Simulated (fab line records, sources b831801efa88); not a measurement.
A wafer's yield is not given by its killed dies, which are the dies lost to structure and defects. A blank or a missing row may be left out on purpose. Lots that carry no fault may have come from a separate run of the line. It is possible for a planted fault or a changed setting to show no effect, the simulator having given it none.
Which tool did it? / flow gf180mcu / 11 lots with 33 wafers sampled at 6 steps, on a route of 602 steps

== WHAT THE GAUGES SHOWED, per wafer ==
GF_CONTACT_CD_MEAS_14 targets a cd of 220 nm.
lot=L366; measured=day 16 06:32; on=cd_sem-02; cd_nm (nm)=219.0 217.9 219.4
lot=L368; measured=day 16 23:47; on=cd_sem-01; cd_nm (nm)=219.7 219.0 219.7
lot=L369; measured=day 17 06:31; on=cd_sem-01; cd_nm (nm)=217.1 220.4 217.8
lot=L370; measured=day 17 20:25; on=cd_sem-01; cd_nm (nm)=221.6 220.3 220.8
lot=L371; measured=day 17 23:00; on=cd_sem-01; cd_nm (nm)=222.2 222.8 221.8
lot=L373; measured=day 18 13:04; on=cd_sem-01; cd_nm (nm)=220.5 220.2 220.7
lot=L374; measured=day 18 23:07; on=cd_sem-01; cd_nm (nm)=219.3 219.7 220.3
lot=L376; measured=day 20 00:35; on=cd_sem-01; cd_nm (nm)=221.3 222.9 221.5
lot=L381; measured=day 21 18:20; on=cd_sem-01; cd_nm (nm)=216.6 217.6 217.5
lot=L385; measured=day 22 20:36; on=cd_sem-01; cd_nm (nm)=219.1 218.7 219.8
lot=L386; measured=day 23 11:23; on=cd_sem-01; cd_nm (nm)=221.4 221.4 221.1

GF_M1_RS_MEAS_05: a four-point-probe measurement.
lot=L366; measured=day 16 08:07; on=film_metro-04; M1_ALCU_RS (ohm/sq)=0.0703 0.0699 0.0702
lot=L368; measured=day 17 01:43; on=film_metro-04; M1_ALCU_RS (ohm/sq)=0.0704 0.0706 0.0702
lot=L369; measured=day 17 08:08; on=film_metro-03; M1_ALCU_RS (ohm/sq)=0.0697 0.0698 0.0695
lot=L370; measured=day 17 22:47; on=film_metro-04; M1_ALCU_RS (ohm/sq)=0.0698 0.0699 0.0693
lot=L371; measured=day 18 00:31; on=film_metro-04; M1_ALCU_RS (ohm/sq)=0.0691 0.0696 0.0693
lot=L373; measured=day 18 14:36; on=film_metro-03; M1_ALCU_RS (ohm/sq)=0.0687 0.0692 0.0688
lot=L374; measured=day 19 00:40; on=film_metro-04; M1_ALCU_RS (ohm/sq)=0.0695 0.0697 0.0701
lot=L376; measured=day 20 02:07; on=film_metro-04; M1_ALCU_RS (ohm/sq)=0.0695 0.0694 0.0697
lot=L381; measured=day 21 19:53; on=film_metro-01; M1_ALCU_RS (ohm/sq)=0.0684 0.0693 0.0682
lot=L385; measured=day 22 22:14; on=film_metro-03; M1_ALCU_RS (ohm/sq)=0.0695 0.0691 0.0692 0.0695 0.0691 0.0693
lot=L386; measured=day 23 12:53; on=film_metro-01; M1_ALCU_RS (ohm/sq)=0.0686 0.0680 0.0681

GF_M1_THK_MEAS_06: measures by xrf.
lot=L366; measured=day 16 08:13; on=film_metro-04; M1_ALCU_THK (nm)=446 448 450
lot=L368; measured=day 17 01:49; on=film_metro-04; M1_ALCU_THK (nm)=443 445 445
lot=L369; measured=day 17 08:16; on=film_metro-03; M1_ALCU_THK (nm)=447 447 449
lot=L370; measured=day 17 22:54; on=film_metro-04; M1_ALCU_THK (nm)=448 447 451
lot=L371; measured=day 18 00:38; on=film_metro-04; M1_ALCU_THK (nm)=453 449 450
lot=L373; measured=day 18 14:43; on=film_metro-03; M1_ALCU_THK (nm)=455 450 456
lot=L374; measured=day 19 00:47; on=film_metro-04; M1_ALCU_THK (nm)=453 448 445
lot=L376; measured=day 20 02:13; on=film_metro-04; M1_ALCU_THK (nm)=454 453 455
lot=L381; measured=day 21 19:59; on=film_metro-01; M1_ALCU_THK (nm)=455 451 457
lot=L385; measured=day 23 09:28; on=film_metro-03; M1_ALCU_THK (nm)=447 429 448 448 430 449
lot=L386; measured=day 23 12:59; on=film_metro-01; M1_ALCU_THK (nm)=452 456 457

== WHICH TOOL RAN EACH LOT (tool, then ch and the chambers of the sampled wafers, then the start) ==
lot=L366; GF_CONTACT_SPUTTER_22=pvd_sputter-03, day 16 07:08; GF_CONTACT_SPUTTER_23=pvd_sputter-03, day 16 07:11; GF_M1_SPUTTER_04=pvd_sputter-04, day 16 08:03
lot=L368; GF_CONTACT_SPUTTER_22=pvd_sputter-02, day 17 00:22; GF_CONTACT_SPUTTER_23=pvd_sputter-02, day 17 00:26; GF_M1_SPUTTER_04=pvd_sputter-03, day 17 01:38
lot=L369; GF_CONTACT_SPUTTER_22=pvd_sputter-02, day 17 07:08; GF_CONTACT_SPUTTER_23=pvd_sputter-02, day 17 07:11; GF_M1_SPUTTER_04=pvd_sputter-01, day 17 08:06
lot=L370; GF_CONTACT_SPUTTER_22=pvd_sputter-02, day 17 21:02; GF_CONTACT_SPUTTER_23=pvd_sputter-02, day 17 21:05; GF_M1_SPUTTER_04=pvd_sputter-01, day 17 22:44
lot=L371; GF_CONTACT_SPUTTER_22=pvd_sputter-02, day 17 23:37; GF_CONTACT_SPUTTER_23=pvd_sputter-02, day 17 23:41; GF_M1_SPUTTER_04=pvd_sputter-01, day 18 00:29
lot=L373; GF_CONTACT_SPUTTER_22=pvd_sputter-02, day 18 13:41; GF_CONTACT_SPUTTER_23=pvd_sputter-02, day 18 13:44; GF_M1_SPUTTER_04=pvd_sputter-03, day 18 14:32
lot=L374; GF_CONTACT_SPUTTER_22=pvd_sputter-02, day 18 23:46; GF_CONTACT_SPUTTER_23=pvd_sputter-02, day 18 23:49; GF_M1_SPUTTER_04=pvd_sputter-04, day 19 00:38
lot=L376; GF_CONTACT_SPUTTER_22=pvd_sputter-02, day 20 01:11; GF_CONTACT_SPUTTER_23=pvd_sputter-02, day 20 01:15; GF_M1_SPUTTER_04=pvd_sputter-04, day 20 02:03
lot=L381; GF_CONTACT_SPUTTER_22=pvd_sputter-01, day 21 18:58; GF_CONTACT_SPUTTER_23=pvd_sputter-01, day 21 19:01; GF_M1_SPUTTER_04=pvd_sputter-04, day 21 19:49
lot=L385; GF_CONTACT_SPUTTER_22=pvd_sputter-02, day 22 21:14; GF_CONTACT_SPUTTER_23=pvd_sputter-02, day 22 21:17; GF_M1_SPUTTER_04=pvd_sputter-01, day 22 22:11
lot=L386; GF_CONTACT_SPUTTER_22=pvd_sputter-01, day 23 11:57; GF_CONTACT_SPUTTER_23=pvd_sputter-01, day 23 12:01; GF_M1_SPUTTER_04=pvd_sputter-03, day 23 12:49
- GF_CONTACT_SPUTTER_22: material Ti, target thk 15 nm, time 80.02 s.
- GF_CONTACT_SPUTTER_23: material TiN, target thk 10 nm, time 40 s.
- GF_M1_SPUTTER_04: material TiN, target thk 50 nm, time 41.7 s.

== AS READ BY THE TOOLS THEMSELVES (means over the sampled wafers that have a number; for cases with no such wafer, the mark the record gives instead) ==
GF_CONTACT_SPUTTER_22.
lot=L366; tool=pvd_sputter-03; cathode_dc_power_W (W)=2500.0; chamber_pressure_pa (Pa)=4.999; throttle_valve_pct (%)=30.1
lot=L368; tool=pvd_sputter-02; cathode_dc_power_W (W)=2500.5; chamber_pressure_pa (Pa)=5.001; throttle_valve_pct (%)=30.9
lot=L369; tool=pvd_sputter-02; cathode_dc_power_W (W)=2499.6; chamber_pressure_pa (Pa)=5.000; throttle_valve_pct (%)=31.2
lot=L370; tool=pvd_sputter-02; cathode_dc_power_W (W)=2499.8; chamber_pressure_pa (Pa)=4.996; throttle_valve_pct (%)=31.4
lot=L371; tool=pvd_sputter-02; cathode_dc_power_W (W)=2499.6; chamber_pressure_pa (Pa)=5.006; throttle_valve_pct (%)=31.3
lot=L373; tool=pvd_sputter-02; cathode_dc_power_W (W)=2500.4; chamber_pressure_pa (Pa)=5.003; throttle_valve_pct (%)=31.4
lot=L374; tool=pvd_sputter-02; cathode_dc_power_W (W)=2500.1; chamber_pressure_pa (Pa)=5.011; throttle_valve_pct (%)=31.3
lot=L376; tool=pvd_sputter-02; cathode_dc_power_W (W)=2499.6; chamber_pressure_pa (Pa)=4.993; throttle_valve_pct (%)=31.0
lot=L381; tool=pvd_sputter-01; cathode_dc_power_W (W)=2499.9; chamber_pressure_pa (Pa)=4.998; throttle_valve_pct (%)=29.5
lot=L385; tool=pvd_sputter-02; cathode_dc_power_W (W)=2500.0; chamber_pressure_pa (Pa)=4.995; throttle_valve_pct (%)=30.4
lot=L386; tool=pvd_sputter-01; cathode_dc_power_W (W)=2499.6; chamber_pressure_pa (Pa)=4.989; throttle_valve_pct (%)=29.8

GF_CONTACT_SPUTTER_23.
lot=L366; tool=pvd_sputter-03; cathode_dc_power_W (W)=4000.2; chamber_pressure_pa (Pa)=5.005; throttle_valve_pct (%)=30.1
lot=L368; tool=pvd_sputter-02; cathode_dc_power_W (W)=4000.4; chamber_pressure_pa (Pa)=4.995; throttle_valve_pct (%)=30.9
lot=L369; tool=pvd_sputter-02; cathode_dc_power_W (W)=4000.5; chamber_pressure_pa (Pa)=4.995; throttle_valve_pct (%)=31.3
lot=L370; tool=pvd_sputter-02; cathode_dc_power_W (W)=4000.4; chamber_pressure_pa (Pa)=4.991; throttle_valve_pct (%)=31.3
lot=L371; tool=pvd_sputter-02; cathode_dc_power_W (W)=4000.0; chamber_pressure_pa (Pa)=4.992; throttle_valve_pct (%)=31.4
lot=L373; tool=pvd_sputter-02; cathode_dc_power_W (W)=4000.2; chamber_pressure_pa (Pa)=5.000; throttle_valve_pct (%)=31.4
lot=L374; tool=pvd_sputter-02; cathode_dc_power_W (W)=3999.4; chamber_pressure_pa (Pa)=5.005; throttle_valve_pct (%)=31.0
lot=L376; tool=pvd_sputter-02; cathode_dc_power_W (W)=3998.8; chamber_pressure_pa (Pa)=4.993; throttle_valve_pct (%)=31.1
lot=L381; tool=pvd_sputter-01; cathode_dc_power_W (W)=4000.3; chamber_pressure_pa (Pa)=5.002; throttle_valve_pct (%)=29.4
lot=L385; tool=pvd_sputter-02; cathode_dc_power_W (W)=3999.8; chamber_pressure_pa (Pa)=4.996; throttle_valve_pct (%)=30.4
lot=L386; tool=pvd_sputter-01; cathode_dc_power_W (W)=4000.2; chamber_pressure_pa (Pa)=5.008; throttle_valve_pct (%)=29.9

GF_M1_SPUTTER_04.
lot=L366; tool=pvd_sputter-04; cathode_dc_power_W (W)=6499.6; chamber_pressure_pa (Pa)=0.4001; throttle_valve_pct (%)=29.2
lot=L368; tool=pvd_sputter-03; cathode_dc_power_W (W)=6500.8; chamber_pressure_pa (Pa)=0.4000; throttle_valve_pct (%)=29.8
lot=L369; tool=pvd_sputter-01; cathode_dc_power_W (W)=6500.9; chamber_pressure_pa (Pa)=0.3992; throttle_valve_pct (%)=29.2
lot=L370; tool=pvd_sputter-01; cathode_dc_power_W (W)=6499.4; chamber_pressure_pa (Pa)=0.3997; throttle_valve_pct (%)=30.5
lot=L371; tool=pvd_sputter-01; cathode_dc_power_W (W)=6500.6; chamber_pressure_pa (Pa)=0.3999; throttle_valve_pct (%)=29.4
lot=L373; tool=pvd_sputter-03; cathode_dc_power_W (W)=6499.7; chamber_pressure_pa (Pa)=0.3996; throttle_valve_pct (%)=29.9
lot=L374; tool=pvd_sputter-04; cathode_dc_power_W (W)=6499.1; chamber_pressure_pa (Pa)=0.3998; throttle_valve_pct (%)=29.4
lot=L376; tool=pvd_sputter-04; cathode_dc_power_W (W)=6500.1; chamber_pressure_pa (Pa)=0.4011; throttle_valve_pct (%)=29.4
lot=L381; tool=pvd_sputter-04; cathode_dc_power_W (W)=6500.3; chamber_pressure_pa (Pa)=0.3999; throttle_valve_pct (%)=29.7
lot=L385; tool=pvd_sputter-01; cathode_dc_power_W (W)=6500.4; chamber_pressure_pa (Pa)=0.4006; throttle_valve_pct (%)=29.6
lot=L386; tool=pvd_sputter-03; cathode_dc_power_W (W)=6499.4; chamber_pressure_pa (Pa)=0.4010; throttle_valve_pct (%)=29.9

== THE ANSWER, worked out from the rows above alone ==
Rule: what is usual is taken from the lots themselves. Put in order of their means at a reading, lots are off if they are a third of the lots or fewer, leave a main group of 4 or more, and stand apart from it by a gap of 3 or more times the standard deviation of the main group's means; of several such gaps the widest counts. A main group is skipped when, at the precision printed for the reading in the tables above, its means are all equal. Also off: a lot with no number at a reading for which 4 or more lots have one. Where the step has rows for the other lots, those lots are counted as sound. The gauges are gone through in route order, then the tools' own readings, and for those a lot's mean is taken as printed above. At the first step where some lot is off, the reading lying furthest off is the one used; lots without a number count as furthest.
None of the lots is off at any reading shown; this tells nothing.

== WHAT THE SIMULATOR HAD INSERTED ==
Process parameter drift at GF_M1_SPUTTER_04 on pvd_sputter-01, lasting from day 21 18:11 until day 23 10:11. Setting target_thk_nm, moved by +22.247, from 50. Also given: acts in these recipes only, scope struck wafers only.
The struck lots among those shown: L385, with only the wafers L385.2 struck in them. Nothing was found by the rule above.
